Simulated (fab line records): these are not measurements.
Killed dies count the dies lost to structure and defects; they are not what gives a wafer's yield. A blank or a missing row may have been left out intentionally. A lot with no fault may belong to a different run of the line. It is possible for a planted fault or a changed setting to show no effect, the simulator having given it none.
Tool commonality check | flow sky130 | 14 lots, 42 wafers sampled

REASON IT WAS OPENED
SKY_LDD_HVP_TW_MEAS_10, reading LDD_HVP_TW: flagged on 2 of 14 lots. No-fault wafers: 455.6, standard deviation 2.1.
Rule: a lot is flagged in two cases, either no wafer of it has a number, or all its wafers with numbers fall more than 4 standard deviations from that mean. As for the other lots, they are considered sound.

lot  | measured     | on            | LDD_HVP_TW, wafer by wafer | flag
L424 | day 21 22:00 | film-metro-03 | 456.3 457.7 456.0          |
L426 | day 22 07:43 | film-metro-03 | 456.2 457.5 455.5          |
L425 | day 22 11:25 | film-metro-02 | 452.2 451.7 454.3          |
L427 | day 23 05:10 | film-metro-04 | 459.7 458.4 461.7          |
L429 | day 23 19:13 | film-metro-02 | 456.0 452.5 452.9          |
L430 | day 24 10:16 | film-metro-03 | 456.8 455.2 457.5          |
L432 | day 24 17:56 | film-metro-02 | 452.5 454.4 454.6          |
L434 | day 25 14:31 | film-metro-03 | 458.2 457.4 456.1          |
L435 | day 26 06:57 | film-metro-03 | 457.8 457.8 457.0          |
L436 | day 26 09:32 | film-metro-03 | 455.8 457.2 459.5          |
L437 | day 26 11:29 | film-metro-02 | 507.1 507.1 510.7          | FLAGGED
L438 | day 27 05:31 | film-metro-04 | 456.6 458.2 457.6          |
L440 | day 27 11:28 | film-metro-03 | 511.6 509.2 512.9          | FLAGGED
L447 | day 29 13:53 | film-metro-02 | 454.8 453.2 454.7          |
The mean of the flagged lots' numbers is 509.8, +54.2 from the usual (+26 standard deviations).

EACH LOT AND THE TOOL IT RAN ON
The record keeps 1 process step preceding the reading, out of 708 steps on the route. Read each cell as the tool, then ch plus the chambers that the sampled wafers visited, then the start.
lot  | flag    | SKY_LDD_HVP_IMPLANT_08
L424 |         | implanter-04 ch 0, day 21 21:46
L426 |         | implanter-04 ch 0, day 22 07:30
L425 |         | implanter-04 ch 0, day 22 11:10
L427 |         | implanter-02 ch 0, day 23 04:55
L429 |         | implanter-02 ch 0, day 23 18:58
L430 |         | implanter-04 ch 0, day 24 10:02
L432 |         | implanter-04 ch 0, day 24 17:41
L434 |         | implanter-03 ch 0, day 25 14:16
L435 |         | implanter-03 ch 0, day 26 06:43
L436 |         | implanter-04 ch 0, day 26 09:17
L437 | FLAGGED | implanter-03 ch 0, day 26 11:14
L438 |         | implanter-04 ch 0, day 27 05:17
L440 | FLAGGED | implanter-03 ch 0, day 27 11:14
L447 |         | implanter-03 ch 0, day 29 13:38
What the steps here do:
- SKY_LDD_HVP_IMPLANT_08
- SKY_LDD_HVP_TW_MEAS_10

FLAGGED OVER TOTAL, TOOL BY TOOL (the gauges that took the reading come last)
step                   | tool          | lots run | flagged | share of the flagged lots | sound lots run after its first flagged lot
SKY_LDD_HVP_IMPLANT_08 | implanter-02  | 2        | 0       | none                      | -
SKY_LDD_HVP_IMPLANT_08 | implanter-03  | 5        | 2       | all                       | 1 (L447)
SKY_LDD_HVP_IMPLANT_08 | implanter-04  | 7        | 0       | none                      | -
SKY_LDD_HVP_TW_MEAS_10 | film-metro-02 | 5        | 1       | some                      | 1 (L447)
SKY_LDD_HVP_TW_MEAS_10 | film-metro-03 | 7        | 1       | some                      | 0
SKY_LDD_HVP_TW_MEAS_10 | film-metro-04 | 2        | 0       | none                      | -

WHAT THE TABLE ALLOWS
All flagged lots share 1 row of the table, namely implanter-03 at SKY_LDD_HVP_IMPLANT_08.
- implanter-03 at SKY_LDD_HVP_IMPLANT_08: 2 of its 5 lots flagged. Lots that were sound ran on it after the first flagged one (L447); a persistent fault on the entire tool would not allow that. Its own readings lie more than 4 standard deviations out on every wafer of the flagged lots: dose-ions-cm2, faraday-current-uA.
Not one row of the table ran every flagged lot while running no sound lot after the first.

WHAT WAS PUT IN BY THE SIMULATOR
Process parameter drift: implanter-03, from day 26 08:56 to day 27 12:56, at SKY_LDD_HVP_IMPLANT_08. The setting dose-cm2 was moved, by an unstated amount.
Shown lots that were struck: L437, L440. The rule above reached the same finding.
